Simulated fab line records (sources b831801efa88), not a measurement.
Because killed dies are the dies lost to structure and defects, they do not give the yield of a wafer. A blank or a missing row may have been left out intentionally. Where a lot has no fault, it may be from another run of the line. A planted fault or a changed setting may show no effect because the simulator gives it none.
2 desks, one fault :: flow sky130 :: numbers are kept per desk, each desk with only its own; the story behind them comes last

## DESK OF THE TOOL OWNER: rie_si-01
The tool's own readings at SKY_FIELD_ISO_ETCH_17 (etches Si in HBr/Cl2/O2, target depth 342 nm, time 97.7 s): means of the sampled wafers that have a number, for each lot that ran on this tool. Any lot whose mean is over 4 standard deviations away from the usual mean is out of limits and marked OUT; that distance is given in the brackets.
Columns: A = chamber_pressure_mTorr at SKY_FIELD_ISO_ETCH_17, usual 15.001 mTorr; B = drypump_motor_current_A at SKY_FIELD_ISO_ETCH_17, usual 5.7 A; C = he_backside_leak_sccm at SKY_FIELD_ISO_ETCH_17, usual 2.85 sccm; D = oes_product_au at SKY_FIELD_ISO_ETCH_17, usual 0.999 a.u.; E = run_length_s at SKY_FIELD_ISO_ETCH_17, usual 126.2 s; F = throttle_valve_pct at SKY_FIELD_ISO_ETCH_17, usual 25.657 %
lot: L908
first seen here: day 3 04:04
A: 15.010
B: 5.7
C: 2.80
D: 0.997
E: 126.4
F: 25.658

lot: L912
first seen here: day 3 21:43
A: 14.993
B: 5.7
C: 2.58
D: 0.996
E: 108.9 (-38) OUT
F: 25.649

lot: L913
first seen here: day 4 03:04
A: 15.002
B: 5.6
C: 2.96
D: 0.998
E: 108.6 (-39) OUT
F: 25.657

lot: L914
first seen here: day 4 09:49
A: 15.010
B: 5.6
C: 2.83
D: 1.000
E: 108.5 (-39) OUT
F: 25.664
Finding of this desk: L912, L913, L914 out of limits; the first was L912 at day 3 21:43, on run_length_s at SKY_FIELD_ISO_ETCH_17. Within limits: L908.

## THE METROLOGY DESK
What the gauges read, lot by lot, whatever tool the lot ran on: means of the sampled wafers that have a number. Any lot whose mean is over 4 standard deviations away from the usual mean is out of limits and marked OUT; that distance is given in the brackets.
Columns: A = cd_nm at SKY_FIELD_ISO_CD_MEAS_13, usual 150.1 nm; B = FIELD_ISO_OXIDATION_01_THK at SKY_FIELD_ISO_THK_MEAS_23, usual 9.87 nm; C = FIELD_ISO_CVD_24_THK at SKY_FIELD_ISO_THK_MEAS_25, usual 594 nm
lot: L905
first seen here: day 2 09:28
A: 149.8
B: 10.14
C: 596

lot: L908
first seen here: day 3 03:47
A: 150.7
B: 9.82
C: 592

lot: L910
first seen here: day 3 14:00
A: 152.1
B: 9.80
C: 594

lot: L912
first seen here: day 3 21:26
A: 148.4
B: 9.98
C: 594

lot: L913
first seen here: day 4 02:45
A: 149.9
B: 9.98
C: 598

lot: L914
first seen here: day 4 09:31
A: 151.4
B: 10.02
C: 592

lot: L926
first seen here: day 6 23:25
A: 150.2
B: 9.91
C: 590
This desk found nothing out of limits on any of the 7 lots.

## BROUGHT TOGETHER
At day 3 21:43, on L912, L913, L914, the tool owner's desk was in a position to raise an alarm.
From the metrology desk's view, nothing was out of limits.
The metrology desk has L912, L913, L914 on record, within its limits.
All the named lots went through SKY_FIELD_ISO_ETCH_17 on rie_si-01.

## WHAT WAS PUT IN BY THE SIMULATOR
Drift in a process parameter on rie_si-01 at SKY_FIELD_ISO_ETCH_17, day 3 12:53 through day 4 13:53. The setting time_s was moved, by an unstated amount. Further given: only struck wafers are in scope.
Lots struck among those shown: L912, L913, L914.
Delay in hours, fault start to first out-of-limits reading, by desk: the tool owner's desk at 9.
